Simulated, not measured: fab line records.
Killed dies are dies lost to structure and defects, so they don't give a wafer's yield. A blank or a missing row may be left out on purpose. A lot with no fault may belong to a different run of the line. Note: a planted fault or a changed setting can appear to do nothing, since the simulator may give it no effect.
What tool caused it?	flow gf180mcu	24 lots with 72 wafers sampled at 6 steps, on a route of 602 steps

WHAT THE GAUGES SHOWED, per wafer
GF_M2_OVL_MEAS_15. Usual: for M2_OVL the level is -2 nm and the standard deviation is 4.7.
lot	measured	on	M2_OVL (nm)	flag
L074	day 19 15:44	overlay-01	1 -4 1	
L075	day 19 19:19	overlay-02	-5 0 -7	
L076	day 20 13:13	overlay-02	-1 -5 -5	
L077	day 20 16:13	overlay-02	-1 -1 0	
L078	day 20 19:58	overlay-02	0 -2 4	
L079	day 21 16:49	overlay-02	6 1 -1	
L081	day 21 19:10	overlay-02	-7 -5 -1	
L080	day 21 21:04	overlay-01	-8 5 -9	
L082	day 22 17:38	overlay-01	-3 -4 2	
L083	day 22 19:07	overlay-02	3 2 2	
L084	day 23 00:25	overlay-02	-6 -6 -2	
L085	day 23 03:50	overlay-02	-12 -8 -5	
L086	day 23 23:20	overlay-02	-1 -8 -6	
L087	day 24 16:31	overlay-01	-2 -3 0	
L088	day 24 16:53	overlay-02	5 -3 -3	
L089	day 24 23:16	overlay-01	4 -3 2	
L090	day 24 21:43	overlay-01	-4 -3 -2	
L091	day 25 11:31	overlay-02	-5 -9 -2	
L092	day 25 17:19	overlay-01	2 -1 2	
L093	day 25 17:34	overlay-02	-6 -10 -11	
L094	day 26 12:55	overlay-01	3 -5 4	
L095	day 26 13:38	overlay-02	-3 -7 -4	
L096	day 26 16:44	overlay-02	-8 -2 -5	
L097	day 27 10:10	overlay-02	4 5 1	

GF_MIM_THK_MEAS_06. Usual: for MIM_CVD_05_THK the level is 41.8 nm and the standard deviation is 0.61.
lot	measured	on	MIM_CVD_05_THK (nm)	flag
L074	day 24 21:47	film-metro-02	41.4 40.6 42.0	
L075	day 25 01:17	film-metro-02	42.1 41.7 42.6	
L076	day 25 15:42	film-metro-03	41.3 42.5 42.1	
L077	day 25 18:15	film-metro-03	41.4 40.9 41.7	
L078	day 25 23:32	film-metro-03	41.9 42.0 42.0	
L079	day 26 16:33	film-metro-01	41.6 41.5 42.5	
L081	day 26 19:53	film-metro-02	41.5 43.0 42.5	
L080	day 26 20:17	film-metro-03	41.5 42.0 41.6	
L082	day 27 15:02	film-metro-01	41.0 40.6 42.0	
L083	day 27 15:53	film-metro-01	42.1 42.3 43.4	
L084	day 27 21:31	film-metro-03	42.2 41.3 42.9	
L085	day 27 22:34	film-metro-02	41.4 41.9 41.8	
L086	day 28 18:43	film-metro-02	41.5 41.2 41.6	
L087	day 29 08:26	film-metro-01	41.9 41.4 42.2	
L088	day 29 07:31	film-metro-03	42.1 42.4 42.5	
L089	day 29 15:48	film-metro-03	42.3 42.1 42.3	
L090	day 29 13:14	film-metro-03	41.1 42.5 41.6	
L091	day 30 00:34	film-metro-02	41.1 42.0 42.3	
L092	day 30 07:06	film-metro-02	41.6 41.1 41.2	
L093	day 30 07:27	film-metro-02	41.5 42.3 42.9	
L094	day 30 23:32	film-metro-02	40.6 41.1 40.9	
L095	day 31 01:41	film-metro-03	41.8 41.9 42.5	
L096	day 31 05:13	film-metro-02	41.6 42.8 41.2	
L097	day 31 17:04	film-metro-03	41.1 42.5 42.4	

EACH LOT AND THE TOOL THAT RAN IT (in order: tool; ch and the chambers of the sampled wafers; start)
lot	GF_PSD_STRIP_10	GF_M2_METAL_ETCH_16	GF_V2_CVD_02	GF_V2_STRIP_18
L074	plasma-asher-04 ch 0,1, day 14 15:28	rie-metal-01 ch 0, day 19 15:48	pecvd-04 ch 1,2, day 19 16:46	plasma-asher-03 ch 0,1, day 20 17:38
L075	plasma-asher-01 ch 0,1, day 14 17:28	rie-metal-03 ch 0,1, day 19 19:21	pecvd-04 ch 0,1,2, day 19 20:11	plasma-asher-04 ch 0,1, day 20 21:17
L076	plasma-asher-02 ch 0,1, day 15 09:25	rie-metal-01 ch 0,1, day 20 13:16	pecvd-02 ch 0,1,2, day 20 14:08	plasma-asher-01 ch 0,1, day 21 14:54
L077	plasma-asher-04 ch 0,1, day 15 13:34	rie-metal-01 ch 0,1, day 20 16:15	pecvd-04 ch 0,2, day 20 17:06	plasma-asher-01 ch 0,1, day 21 17:59
L078	plasma-asher-02 ch 0,1, day 15 15:16	rie-metal-03 ch 0,1, day 20 20:00	pecvd-03 ch 0,1,2, day 20 20:48	plasma-asher-04 ch 0,1, day 21 21:26
L079	plasma-asher-02 ch 0,1, day 16 12:01	rie-metal-04 ch 0,1, day 21 16:52	pecvd-04 ch 1,2, day 21 17:41	plasma-asher-03 ch 0,1, day 22 18:03
L081	plasma-asher-04 ch 0,1, day 16 14:19	rie-metal-04 ch 0,1, day 21 19:12	pecvd-02 ch 0,1,2, day 21 20:01	plasma-asher-04 ch 0,1, day 22 20:05
L080	plasma-asher-02 ch 0,1, day 16 14:58	rie-metal-03 ch 0,1, day 21 21:07	pecvd-04 ch 0,2, day 21 21:56	plasma-asher-01 ch 0,1, day 22 22:14
L082	plasma-asher-02 ch 0,1, day 17 11:25	rie-metal-04 ch 1, day 22 17:40	pecvd-04 ch 0,1, day 22 18:27	plasma-asher-04 ch 0,1, day 23 18:08
L083	plasma-asher-04 ch 0,1, day 17 14:04	rie-metal-03 ch 0,1, day 22 19:10	pecvd-03 ch 0,1, day 22 19:57	plasma-asher-03 ch 0,1, day 23 19:05
L084	plasma-asher-04 ch 0,1, day 17 18:58	rie-metal-01 ch 0, day 23 00:27	pecvd-03 ch 1,2, day 23 01:23	plasma-asher-04 ch 0,1, day 24 00:20
L085	plasma-asher-01 ch 0,1, day 17 22:59	rie-metal-03 ch 0,1, day 23 03:54	pecvd-04 ch 0,1, day 23 04:39	plasma-asher-04 ch 0,1, day 24 03:59
L086	plasma-asher-02 ch 0,1, day 18 17:16	rie-metal-01 ch 0,1, day 23 23:22	pecvd-02 ch 0,1,2, day 24 00:09	plasma-asher-04 ch 0,1, day 24 23:33
L087	plasma-asher-02 ch 0, day 19 13:25	rie-metal-03 ch 0,1, day 24 16:33	pecvd-02 ch 0,2, day 24 17:22	plasma-asher-01 ch 0,1, day 25 14:48
L088	plasma-asher-04 ch 0,1, day 19 14:37	rie-metal-01 ch 0,1, day 24 16:57	pecvd-04 ch 0,1,2, day 24 17:44	plasma-asher-03 ch 0,1, day 25 14:55
L089	plasma-asher-04 ch 0,1, day 19 18:51	rie-metal-04 ch 0,1, day 24 23:18	pecvd-04 ch 0,1,2, day 25 00:07	plasma-asher-03 ch 0,1, day 25 22:24
L090	plasma-asher-02 ch 0,1, day 19 19:09	rie-metal-01 ch 0,1, day 24 21:45	pecvd-03 ch 0,1, day 24 22:34	plasma-asher-03 ch 0,1, day 25 20:48
L091	plasma-asher-02 ch 0,1, day 20 11:40	rie-metal-03 ch 0,1, day 25 11:33	pecvd-04 ch 1,2, day 25 12:23	plasma-asher-04 ch 0,1, day 26 10:12
L092	plasma-asher-02 ch 0,1, day 20 17:46	rie-metal-04 ch 0,1, day 25 17:22	pecvd-04 ch 1,2, day 25 18:11	plasma-asher-04 ch 0,1, day 26 16:20
L093	plasma-asher-02 ch 0,1, day 20 18:15	rie-metal-03 ch 0,1, day 25 17:36	pecvd-03 ch 0,2, day 25 18:27	plasma-asher-03 ch 0,1, day 26 16:21
L094	plasma-asher-01 ch 0,1, day 21 14:22	rie-metal-01 ch 1, day 26 12:58	pecvd-04 ch 0,1, day 26 13:57	plasma-asher-01 ch 1, day 27 11:29
L095	plasma-asher-02 ch 0,1, day 21 17:41	rie-metal-01 ch 1, day 26 13:44	pecvd-02 ch 0,1,2, day 26 14:35	plasma-asher-01 ch 0,1, day 27 13:07
L096	plasma-asher-02 ch 0,1, day 21 20:34	rie-metal-01 ch 1, day 26 16:53	pecvd-04 ch 0,1,2, day 26 17:43	plasma-asher-03 ch 0,1, day 27 15:13
L097	plasma-asher-02 ch 0,1, day 22 14:33	rie-metal-01 ch 0,1, day 27 10:13	pecvd-02 ch 0,1, day 27 11:02	plasma-asher-01 ch 0, day 28 07:39
- GF_PSD_STRIP_10: strips in O2/N2.
- GF_M2_METAL_ETCH_16: etches the open film in Cl2/BCl3, stops on SiO2, target depth 750.8 nm, time 125.1 s.
- GF_V2_CVD_02: deposits SiO2 from TEOS, target thk 850 nm, time 94.851 s.
- GF_V2_STRIP_18: strips in O2/N2.

AS READ BY THE TOOLS THEMSELVES (means over the sampled wafers that have a number; for cases with no such wafer, the mark the record gives instead)
GF_PSD_STRIP_10. Usual: drypump-motor-current-A 5.8 A, standard deviation 0.55; heater-power-w 325 W, standard deviation 28; oes-product-au 0.592 a.u., standard deviation 0.0046; strip-time-to-endpoint-s 16.53 s, standard deviation 0.047.
lot	tool	drypump-motor-current-A (A)	heater-power-w (W)	oes-product-au (a.u.)	strip-time-to-endpoint-s (s)	flag
L074	plasma-asher-04	6.4	348	0.594	16.58	
L075	plasma-asher-01	6.1	350	0.595	16.49	
L076	plasma-asher-02	5.3	312	0.595	16.57	
L077	plasma-asher-04	6.5	348	0.592	16.49	
L078	plasma-asher-02	5.5	317	0.594	16.50	
L079	plasma-asher-02	5.5	321	0.598	16.58	
L081	plasma-asher-04	6.4	338	0.594	16.55	
L080	plasma-asher-02	5.5	314	0.592	16.55	
L082	plasma-asher-02	5.3	309	0.590	16.61	
L083	plasma-asher-04	6.3	331	0.591	16.49	
L084	plasma-asher-04	6.5	346	0.592	16.54	
L085	plasma-asher-01	6.1	353	0.594	16.46	
L086	plasma-asher-02	5.5	318	0.593	16.52	
L087	plasma-asher-02	5.0	303	0.592	16.55	
L088	plasma-asher-04	6.3	337	0.595	16.52	
L089	plasma-asher-04	6.4	355	0.595	16.59	
L090	plasma-asher-02	5.3	310	0.593	16.58	
L091	plasma-asher-02	5.5	314	0.594	16.50	
L092	plasma-asher-02	5.5	321	0.596	16.52	
L093	plasma-asher-02	5.3	310	0.597	16.51	
L094	plasma-asher-01	6.1	349	0.593	16.51	
L095	plasma-asher-02	5.6	325	0.592	16.55	
L096	plasma-asher-02	5.5	315	0.592	16.50	
L097	plasma-asher-02	5.5	315	0.590	16.45	

GF_M2_METAL_ETCH_16. Usual: bias-w 140.0 W, standard deviation 0.42; drypump-motor-current-A 5.6 A, standard deviation 0.3; he-backside-leak-sccm 3.21 sccm, standard deviation 0.18; mfc-cl2-sccm 80.02 sccm, standard deviation 0.23; oes-product-au 0.990 a.u., standard deviation 0.0073; throttle-valve-pct 28.230 %, standard deviation 0.011.
lot	tool	bias-w (W)	drypump-motor-current-A (A)	he-backside-leak-sccm (sccm)	mfc-cl2-sccm (sccm)	oes-product-au (a.u.)	throttle-valve-pct (%)	flag
L074	rie-metal-01	140.2	5.7	3.07	79.99	0.996	28.222	
L075	rie-metal-03	139.7	5.8	3.33	79.59	0.983	28.242	
L076	rie-metal-01	139.8	5.5	3.07	80.32	0.991	28.235	
L077	rie-metal-01	139.8	5.5	3.05	79.97	1.000	28.230	
L078	rie-metal-03	140.2	5.8	3.39	80.12	0.990	28.227	
L079	rie-metal-04	140.0	5.8	3.36	80.11	0.989	28.234	
L081	rie-metal-04	139.8	5.8	3.50	79.85	1.002	28.222	
L080	rie-metal-03	140.2	5.8	3.22	79.87	0.994	28.223	
L082	rie-metal-04	140.3	5.7	3.44	80.18	0.994	28.231	
L083	rie-metal-03	139.8	5.8	3.20	80.12	0.982	28.231	
L084	rie-metal-01	139.5	5.7	3.16	79.73	0.993	28.223	
L085	rie-metal-03	139.9	5.8	3.24	80.22	0.982	28.234	
L086	rie-metal-01	139.7	5.5	3.07	80.10	0.991	28.233	
L087	rie-metal-03	140.5	5.8	3.34	80.15	0.989	28.221	
L088	rie-metal-01	140.2	5.3	3.09	80.00	0.988	28.238	
L089	rie-metal-04	140.1	5.8	3.39	80.07	0.989	28.234	
L090	rie-metal-01	140.2	5.5	3.18	80.18	0.987	28.228	
L091	rie-metal-03	140.2	5.8	3.26	80.00	0.981	28.240	
L092	rie-metal-04	139.7	5.8	3.40	80.07	0.995	28.221	
L093	rie-metal-03	140.2	5.8	3.40	79.86	0.986	28.231	
L094	rie-metal-01	140.0	5.1	3.06	79.93	0.985	28.240	
L095	rie-metal-01	140.7	5.1	3.05	80.07	0.985	28.239	
L096	rie-metal-01	139.5	5.1	3.16	80.18	0.989	28.240	
L097	rie-metal-01	140.0	5.3	3.02	79.85	0.986	28.228	

GF_V2_CVD_02. Usual: heater-power-w 625 W, standard deviation 95.
lot	tool	heater-power-w (W)	flag
L074	pecvd-04	549	
L075	pecvd-04	604	
L076	pecvd-02	667	
L077	pecvd-04	594	
L078	pecvd-03	732	
L079	pecvd-04	521	
L081	pecvd-02	671	
L080	pecvd-04	596	
L082	pecvd-04	586	
L083	pecvd-03	568	
L084	pecvd-03	784	
L085	pecvd-04	657	
L086	pecvd-02	627	
L087	pecvd-02	671	
L088	pecvd-04	536	
L089	pecvd-04	548	
L090	pecvd-03	597	
L091	pecvd-04	600	
L092	pecvd-04	543	
L093	pecvd-03	738	
L094	pecvd-04	618	
L095	pecvd-02	673	
L096	pecvd-04	610	
L097	pecvd-02	619	

GF_V2_STRIP_18. Usual: drypump-motor-current-A 6.0 A, standard deviation 0.48; heater-power-w 337 W, standard deviation 38; oes-product-au 0.586 a.u., standard deviation 0.0053.
lot	tool	drypump-motor-current-A (A)	heater-power-w (W)	oes-product-au (a.u.)	flag
L074	plasma-asher-03	5.4	348	0.587	
L075	plasma-asher-04	6.5	348	0.581	
L076	plasma-asher-01	6.0	322	0.590	
L077	plasma-asher-01	6.0	323	0.587	
L078	plasma-asher-04	6.3	338	0.587	
L079	plasma-asher-03	5.4	352	0.590	
L081	plasma-asher-04	6.4	353	0.585	
L080	plasma-asher-01	6.0	321	0.586	
L082	plasma-asher-04	6.3	338	0.583	
L083	plasma-asher-03	5.7	320	0.585	
L084	plasma-asher-04	6.4	338	0.585	
L085	plasma-asher-04	6.3	330	0.582	
L086	plasma-asher-04	6.3	337	0.594	
L087	plasma-asher-01	6.1	351	0.590	
L088	plasma-asher-03	5.4	348	0.581	
L089	plasma-asher-03	5.3	341	0.590	
L090	plasma-asher-03	5.4	346	0.590	
L091	plasma-asher-04	6.3	333	0.590	
L092	plasma-asher-04	6.4	335	0.592	
L093	plasma-asher-03	5.4	341	0.590	
L094	plasma-asher-01	5.9	292	0.577	
L095	plasma-asher-01	6.0	322	0.579	
L096	plasma-asher-03	5.7	317	0.582	
L097	plasma-asher-01	6.2	385	0.583	

THE ANSWER, worked out from the rows above alone
Rule: take the mean of a lot's wafers that have a number; if it is more than 3 standard deviations from the usual mean, the lot is off. A lot without any number at a reading at which 4 lots or more have one is off too. The other lots that the step has rows for count as sound. The gauges are gone through in route order, then the tools' own readings, and for those a lot's mean is taken as printed above. At the first step where some lot is off, the reading lying furthest off is the one used; lots without a number count as furthest.
None of the lots is off at any reading shown; this tells nothing.

WHAT THE SIMULATOR PUT IN
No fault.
